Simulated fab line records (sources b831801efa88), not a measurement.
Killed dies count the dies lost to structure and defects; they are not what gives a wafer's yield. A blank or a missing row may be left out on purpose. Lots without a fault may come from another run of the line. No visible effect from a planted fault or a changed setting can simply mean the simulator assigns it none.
8D (eight disciplines) problem report, filled in by code -- flow gf180mcu -- the parts of the form that need people (team, actions taken, sign-off) are left out

## 1. THE ISSUE
Across 4 wafers from 3 lots, V3_CVD_02_THK at GF_V3_THK_MEAS_03 averages 1298 nm, while fault-free wafers read 846 nm with a standard deviation of 12. Relative to the usual mean, that is a shift of +38 standard deviations.
The first sign was on wafer L667.3 at day 23 13:08, on film_metro-02. The record holds 34 wafers of 12 lots with a number at this step. Rule for "out", or "out of limits": more than 4 standard deviations from the usual mean. The rest of the wafers with a number are treated as sound.

## 2. WHAT THIS IS AND IS NOT
question,is,is not
which readings at this step,V3_CVD_02_THK,-
which lots,"L667, L668, L669","L663, L664, L665, L676, L678, L679, L680, L684, L685"
which wafers of those lots,"L667.3, L668.3, L668.6, L669.6","L667.4, L668.2, L669.4"
read on which gauges,"film_metro-01, film_metro-02",film_metro-03
when,from day 23 13:08,"up to then (10 sound wafers); but 20 sound wafers of L668, L669, L676, L678, L679, L680, L684, L685 came after"

## 3. SUSPECTS, AND WHAT RULES EACH OUT
Counting: a tool at a process step up to the reading stays a suspect if it ran every lot that is out. Sound lots after the first of them don't rule it out here, since some wafers of a struck lot are sound.
- the gauge at GF_V3_THK_MEAS_03 is ruled out. 2 gauges (film_metro-01, film_metro-02) read the wafers that are out.
- pvd_sputter-03 at GF_M3_SPUTTER_04 (material TiN, target thk 50 nm, time 41.7 s): kept. Ran every lot that is out, first one L667 (day 22 12:47); last sound lot up to then L665 (day 21 12:19).
- pecvd-04 at GF_V3_CVD_02 (deposits SiO2 from TEOS, target thk 850 nm, time 94.851 s): kept. Ran every lot that is out, first one L667 (day 23 13:02); last sound lot up to then L665 (day 22 12:25).
Left after counting: pvd_sputter-03 at GF_M3_SPUTTER_04, pecvd-04 at GF_V3_CVD_02.

## 4. THE CAUSE (what the simulator had put in)
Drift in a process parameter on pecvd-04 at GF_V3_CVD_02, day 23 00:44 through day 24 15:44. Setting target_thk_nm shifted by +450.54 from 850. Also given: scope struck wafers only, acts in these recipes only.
Of the 2 suspects that counting leaves, this tool is one.

## 5. SEQUENCE OF EFFECTS, ordered by route
Each row: a reading whose mean over the struck wafers that have a number lies more than 3 standard deviations from the usual. Readings are gone through only where the record gives a usual standard deviation; hours: the median, over the lots, of the time from a lot's start at the first step in this table giving one to that lot's start at this step; sigmas: the change measured in usual standard deviations.
hours,step,reading,usual,on struck wafers,change,sigmas
0,GF_V3_THK_MEAS_03,V3_CVD_02_THK,846 nm,1298,+452,+38
0,GF_V3_CMP_04,time_to_endpoint_s,79 s,249,+170,+27
Its process steps:
- GF_V3_CMP_04: polishes SiO2.

## 6. WHAT WOULD HAVE CAUGHT IT SOONER
Counted from the fault's start at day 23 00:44, it took 12 hours until the first out-of-limits reading at a measuring or inspecting step in this record, taken at day 23 13:08.
No tool reading at GF_V3_CVD_02 that has a usual standard deviation in the record was out on any struck wafer, so an alarm limit of 4 standard deviations on those readings would not have fired.
Among the 3 lots that are out, L668, L669 began GF_V3_CVD_02 on pecvd-04 after day 23 13:08. A hold on the tool at that time would have spared those 2.
